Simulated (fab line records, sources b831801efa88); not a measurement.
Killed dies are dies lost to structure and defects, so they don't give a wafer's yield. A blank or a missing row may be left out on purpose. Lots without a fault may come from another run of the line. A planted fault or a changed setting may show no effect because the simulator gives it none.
Chamber matching | flow gf180mcu | GF_SAB_CVD_00 on pecvd-04: 3 sister chambers
The step deposits SiO2 from TEOS, target thk 50 nm, time 4.9302 s. 6 wafers are shown with their chamber, then 7 later ones without.

WAFERS WITH THEIR CHAMBER
wafer  | chamber | heater_power_w (W)
L979.1 | 0       | 687
L981.4 | 0       | 630
L983.4 | 2       | 628
L983.5 | 1       | 869
L990.1 | 1       | 730
L990.4 | 2       | 754

WAFERS WITHOUT THEIR CHAMBER
wafer  | heater_power_w (W)
L990.5 | 747
L997.2 | 743
L997.3 | 866
L997.5 | 883
L998.1 | 614
L998.5 | 622
L998.6 | 796

WHICH CHAMBER EACH WENT THROUGH
wafer  | from the rows above          | in truth
L990.5 | can't be placed: 1 or 2 or 0 | 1
L997.2 | can't be placed: 2 or 1 or 0 | 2
L997.3 | can't be placed: 1 or 2 or 0 | 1
L997.5 | can't be placed: 1 or 2 or 0 | 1
L998.1 | can't be placed: 0 or 2 or 1 | 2
L998.5 | can't be placed: 0 or 2 or 1 | 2
L998.6 | can't be placed: 1 or 2 or 0 | 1
Placed correctly: 0 of 7. Can't be placed from these rows: 7 (the true chamber is among the candidates in 7). Placed wrongly: 0.
How it was worked out, from the rows above alone: a wafer's distance from a chamber is the root of the sum, over the readings, of the square of ((its reading less the chamber's mean) divided by the reading's scatter). The wafer belongs to the nearest chamber; if the next one is less than 2 further off, it can't be placed. A chamber's mean is the mean of its shown wafers. The scatter: the root of (the sum of the squares of (reading less its chamber's mean) over the shown wafers, divided by (wafers less chambers)).
